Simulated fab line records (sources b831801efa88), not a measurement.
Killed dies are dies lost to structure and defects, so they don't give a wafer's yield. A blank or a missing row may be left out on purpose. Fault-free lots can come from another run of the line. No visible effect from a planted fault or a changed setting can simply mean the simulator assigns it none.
A lot that was struck, set against a sound lot | flow sky130 | 28 out of 708 route steps
Sound: the wafers L379.1, L379.4, L379.6. Struck: wafer L393.4 (left out: L393.1, L393.6 of the same lot, which were not struck); the cause appears at the end.
Each step with rows lists, per side, the tool, then ch with its chambers, then its first start. Under that, the readings that differ: sound wafers | struck wafers | difference of the means | sigmas: that difference in standard deviations of wafers without a fault.
alike: readings with means less than 2 such deviations apart, plus words and numbers identical on both sides. not compared: withheld readings, readings lacking a value on some wafer, bounds such as >300 that could conceal the same value, and numbers that have no deviation in the record and whose values overlap.
A row with sigmas, a row that says differs or no value, or rows on one side alone: a step with any of these is where the two part. Non-overlapping numbers with no deviation appear without sigmas and do not part them. A reading that every wafer of one side lacks parts them only if that side has two wafers or more.

SKY_VIA2_SPUTTER_20: material TiN, target thk 20 nm, time 80 s.
  sound on pvd-sputter-04, day 38 10:54; struck on pvd-sputter-03, day 42 01:47
  reading                | sound          | struck | difference | sigmas
  throttle-valve-pct (%) | 29.6 31.3 30.0 | 27.9   | -2.4       | -2
  alike: cathode-dc-power-W
then, 1 step without rows for these wafers: SKY_VIA2_CVD_21 (deposits W, target thk 420 nm, time 126.4 s).
SKY_VIA2_RS_MEAS_22: uses a four-point probe to measure.
  sound on film-metro-04, day 38 11:06; struck on film-metro-04, day 42 01:58
  alike: VIA2_W_RS
SKY_VIA2_THK_MEAS_23: measures by xrf.
  sound on film-metro-04, day 38 11:13; struck on film-metro-04, day 42 02:05
  alike: VIA2_W_THK
SKY_VIA2_CMP_24: polishes, stops on SiO2, t overpolish 20 s, target thk 0 nm.
  sound on cmp-02 ch 1,2,3, day 38 11:23; struck on cmp-02 ch 3, day 42 02:15
  alike: motor-current-A, overpolish-run-s, time-to-endpoint-s
then, 3 steps without rows for these wafers: SKY_METAL3_SPUTTER_00 (material Ti, target thk 15 nm, time 10 s); SKY_METAL3_SPUTTER_01 (material TiN, target thk 20 nm, time 16.7 s); SKY_METAL3_SPUTTER_02 (material AlCu, target thk 735 nm, time 39.1 s).
SKY_METAL3_SPUTTER_03: material Ti, target thk 5 nm, time 3.3 s.
  sound on pvd-sputter-03, day 38 11:40; struck on pvd-sputter-01, day 42 02:32
  alike: cathode-dc-power-W, throttle-valve-pct
then, 1 step without rows for these wafers: SKY_METAL3_SPUTTER_04 (material TiN, target thk 70 nm, time 58.3 s).
SKY_CAPM_CVD_00: deposits SiO2, target thk 15.5 nm.
  sound on pecvd-04 ch 0,2, day 38 11:44; struck on pecvd-02 ch 1, day 42 02:37
  alike: heater-power-w
SKY_CAPM_THK_MEAS_01:
  sound on film-metro-01, day 38 11:45; struck on film-metro-01, day 42 02:38
  alike: CAPM_CVD_00_THK
SKY_CAPM_SPUTTER_02: material TiN, target thk 200 nm, time 166.7 s.
  sound on pvd-sputter-01, day 38 11:49; struck on pvd-sputter-02, day 42 02:41
  reading                                  | sound             | struck | difference | sigmas
  model.TiN_of_CAPM_SPUTTER_02.thk-nm (nm) | 199.3 199.8 198.8 | 265.9  | +66.6      |
  alike: cathode-dc-power-W, throttle-valve-pct
SKY_CAPM_RS_MEAS_03: uses a four-point probe to measure.
  sound on film-metro-04, day 38 11:55; struck on film-metro-03, day 42 02:48
  reading              | sound          | struck | difference | sigmas
  CAPM_TIN_RS (ohm/sq) | 6.95 6.92 6.96 | 5.18   | -1.76      | -27
SKY_CAPM_THK_MEAS_04: measures by xrf.
  sound on film-metro-04, day 38 12:02; struck on film-metro-03, day 42 02:55
  reading           | sound             | struck | difference | sigmas
  CAPM_TIN_THK (nm) | 197.8 199.1 197.7 | 263.8  | +65.6      | +35
then, 7 steps without rows for these wafers: SKY_CAPM_DEHYDRATE_05 (time 60 s); SKY_CAPM_HMDS_06 (prime time 60 s); SKY_CAPM_COAT_07 (resist thk 1140 nm); SKY_CAPM_SOFTBAKE_08 (time 60 s); SKY_CAPM_EXPOSE_09 (exposes mask CAPM, target cd 1000 nm); SKY_CAPM_PEB_10; SKY_CAPM_DEVELOP_11 (develop time 60 s).
SKY_CAPM_OVL_MEAS_12:
  sound on overlay-02, day 39 12:23; struck on overlay-02, day 43 02:10
  alike: CAPM_OVL
SKY_CAPM_METAL_ETCH_13: etches TiN in Cl2/BCl3, stops on SiO2, target depth 220 nm, time 62.9 s.
  sound on rie-metal-02 ch 0,1, day 39 12:25; struck on rie-metal-02 ch 1, day 43 02:13
  reading                | sound                | struck | difference | sigmas
  oes-product-au (a.u.)  | 0.938 0.942 0.930    | 0.997  | +0.060     | +10
  throttle-valve-pct (%) | 21.908 21.896 21.906 | 21.860 | -0.043     | -4
  alike: drypump-motor-current-A
  not compared: rf-hours-counter-h
SKY_CAPM_STRIP_14: strips in O2/N2.
  sound on plasma-asher-04 ch 0,1, day 39 12:29; struck on plasma-asher-03 ch 0, day 43 02:17
  alike: drypump-motor-current-A, oes-product-au, strip-time-to-endpoint-s
  not compared: rf-hours-counter-h
SKY_CAPM_STRIP_15: strips in post etch residue remover, time 1200 s.
  sound on wet-bench-04 ch 0, day 39 12:35; struck on wet-bench-03 ch 2, day 43 02:23
  reading                                  | sound             | struck | difference | sigmas
  model.TiN_of_CAPM_SPUTTER_02.thk-nm (nm) | 198.9 199.3 198.4 | 265.5  | +66.6      |
then, 1 step without rows for these wafers: SKY_CAPM_CLEAN_16 (cleans in IPA, time 180 s).
-- the record jumps here: 7 days lie between the struck wafers' starts before and after (it left off in module CAPM and takes up again in module PAD_OPEN, whose first step shown is number 708 of the route) --
SKY_PAD_OPEN_PROBE_99:
  sound on prober-01, day 47 10:52; struck on prober-01, day 50 07:06
  reading                  | sound          | struck | difference | sigmas
  defect-limited-yield (%) | 80.9 81.7 83.3 | 0      | -82        | -46
  killed-at-other          | 1 0 0          | 397    | +397       | +99 or more
  killed-dies              | 94 90 82       | 492    | +403       | +44
  killed-on-rim            | 14 14 15       | 96     | +82        | +23
  sort_bin_3_pad_short (%) | 1.2 0.8 1.0    | 82.1   | +81.1      | +99 or more
  sort-n-pass              | 398 402 410    | 0      | -403       | -44
  sort-yield-pct (%)       | 80.9 81.7 83.3 | 0      | -82        | -46
  alike: killed_at_M0_to_M3, killed_at_M4_up, killed-at-contacts, killed-at-front-end, killed-open, killed-short, sort_bin_5_function, sort_bin_6_memory

## WHERE THEY PART
At SKY_VIA2_SPUTTER_20 first; at SKY_PAD_OPEN_PROBE_99 last (within this record only).

WHY: whatever the simulator had introduced
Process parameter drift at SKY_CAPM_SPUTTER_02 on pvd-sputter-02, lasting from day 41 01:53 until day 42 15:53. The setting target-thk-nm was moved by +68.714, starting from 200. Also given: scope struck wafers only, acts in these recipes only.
